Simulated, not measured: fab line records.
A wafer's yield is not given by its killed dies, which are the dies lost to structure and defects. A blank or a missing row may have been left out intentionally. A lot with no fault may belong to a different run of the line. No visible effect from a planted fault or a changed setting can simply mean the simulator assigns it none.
A lot that was struck, set against a sound lot || flow gf180mcu || 16 out of 602 route steps
Sound: wafers L280.2, L280.4, L280.6. Struck: wafer L284.5 (left out: L284.6, a lot-mate that was not struck); the cause follows at the end.
For every step that has rows: the tool of each side, followed by ch and its chambers, followed by its first start. Under that, the readings that differ: sound wafers || struck wafers || difference of the means || sigmas: that difference in standard deviations of wafers without a fault.
alike: a reading whose means differ by less than 2 such deviations, as well as words and numbers matching on both sides. not compared: withheld readings; readings where some wafer has no value; bounds like >300 that might hide an equal value; numbers whose values overlap and for which the record gives no deviation.
A row with sigmas, a row that says differs or no value, or rows on one side alone: a step with any of these is where the two part. Numbers that don't overlap but have no deviation are shown without sigmas and don't part them. A reading missing from all wafers of one side parts the sides only when that side holds two or more wafers.

first, 1 step without rows for these wafers: GF_TOP_METAL_CLEAN_19 (cleans in DIW).
GF_PASSIVATION_CVD_00: deposits SiO2 from TEOS, target thk 1000 nm, time 111.95 s.
  sound on pecvd-04 ch 0,1,2, day 31 04:04; struck on pecvd-04 ch 2, day 32 01:17
  alike: heater power w
GF_PASSIVATION_THK_MEAS_01:
  struck on film metro-03, day 32 01:22; sound on film metro-04, day 31 04:10
  alike: PASSIVATION_CVD_00_THK
GF_PASSIVATION_CVD_02: deposits Si3N4, target thk 700 nm, time 486.18 s.
  sound on pecvd-01 ch 0,1, day 31 04:13; struck on pecvd-01 ch 1, day 32 01:32
  alike: heater power w
GF_PASSIVATION_THK_MEAS_03:
  struck on film metro-02, day 32 01:43; sound on film metro-02, day 31 04:31
  alike: PASSIVATION_CVD_02_THK
then, 7 steps without rows for these wafers: GF_PASSIVATION_DEHYDRATE_04 (time 60 s); GF_PASSIVATION_HMDS_05 (prime time 60 s); GF_PASSIVATION_COAT_06 (resist thk 4000 nm); GF_PASSIVATION_SOFTBAKE_07; GF_PASSIVATION_EXPOSE_08 (exposes mask Pad, target cd 40000 nm); GF_PASSIVATION_PEB_09; GF_PASSIVATION_DEVELOP_10 (develop time 60 s).
GF_PASSIVATION_ETCH_11: etches the open film in CF4/O2, stops on TiN, target depth 1800 nm, time 400 s.
  sound on rie diel-03 ch 1,2,3, day 31 22:09; struck on rie diel-03 ch 2, day 32 18:16
{"reading": "oes product au (a.u.)", "sound": "0.971 0.971 0.975", "struck": 0.843, "difference": -0.129, "sigmas": -17}
{"reading": "throttle valve pct (%)", "sound": "5.959 5.957 5.969", "struck": 5.927, "difference": -0.035, "sigmas": -4}
{"reading": "model.PASSIVATION.feature depth nm (nm)", "sound": "1701 1746 1737", "struck": 1328, "difference": -400, "sigmas": ""}
{"reading": "model.etch.depth nm (nm)", "sound": "1701 1746 1737", "struck": 1328, "difference": -400, "sigmas": ""}
{"reading": "model.coat_of_PASSIVATION_COAT_06.thk nm (nm)", "sound": "2775 2771 2743", "struck": 3099, "difference": "+336", "sigmas": ""}
  alike: drypump motor current A
  not compared: rf hours counter h
GF_PASSIVATION_STRIP_12: strips in O2/N2.
  sound on plasma asher-03 ch 0, day 31 22:24; struck on plasma asher-03 ch 1, day 32 18:27
{"reading": "drypump motor current A (A)", "sound": "5.4 5.4 5.4", "struck": 6.2, "difference": "+0.8", "sigmas": "+2"}
{"reading": "strip time to endpoint s (s)", "sound": "34.48 34.43 34.15", "struck": 38.20, "difference": "+3.85", "sigmas": "+17"}
  alike: heater power w, o2 flow sccm, oes product au, platen temp c
  not compared: rf hours counter h
then, 1 step without rows for these wafers: GF_PASSIVATION_ANNEAL_13 (time 1800 s).
GF_PASSIVATION_PROBE_99:
  struck on prober-02, day 32 20:19; sound on prober-02, day 32 00:10
{"reading": "model.etest.via2 chain.open", "sound": "0 0 0", "struck": 1, "difference": "+1", "sigmas": ""}
{"reading": "model.etest.nwell.open", "sound": "0 0 0", "struck": 1, "difference": "+1", "sigmas": ""}
{"reading": "model.etest.ldpmos_10p0.under floor", "sound": "0 0 0", "struck": 1, "difference": "+1", "sigmas": ""}
{"reading": "model.etest.pwell in dnwell.open", "sound": "0 0 0", "struck": 1, "difference": "+1", "sigmas": ""}
{"reading": "model.etest.field p.under floor", "sound": "0 0 0", "struck": 1, "difference": "+1", "sigmas": ""}
{"reading": "model.etest.via1 chain.open", "sound": "0 0 0", "struck": 1, "difference": "+1", "sigmas": ""}
{"reading": "model.etest.contact poly.open", "sound": "0 0 0", "struck": 1, "difference": "+1", "sigmas": ""}
{"reading": "model.etest.nplus_sal_6v.open", "sound": "0 0 0", "struck": 1, "difference": "+1", "sigmas": ""}

## WHERE THEY PART
At GF_PASSIVATION_ETCH_11 first; at GF_PASSIVATION_STRIP_12 last (within this record only).

WHY: whatever the simulator had introduced
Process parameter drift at GF_PASSIVATION_ETCH_11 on rie diel-03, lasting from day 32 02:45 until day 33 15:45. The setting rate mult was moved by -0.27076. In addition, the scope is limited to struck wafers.
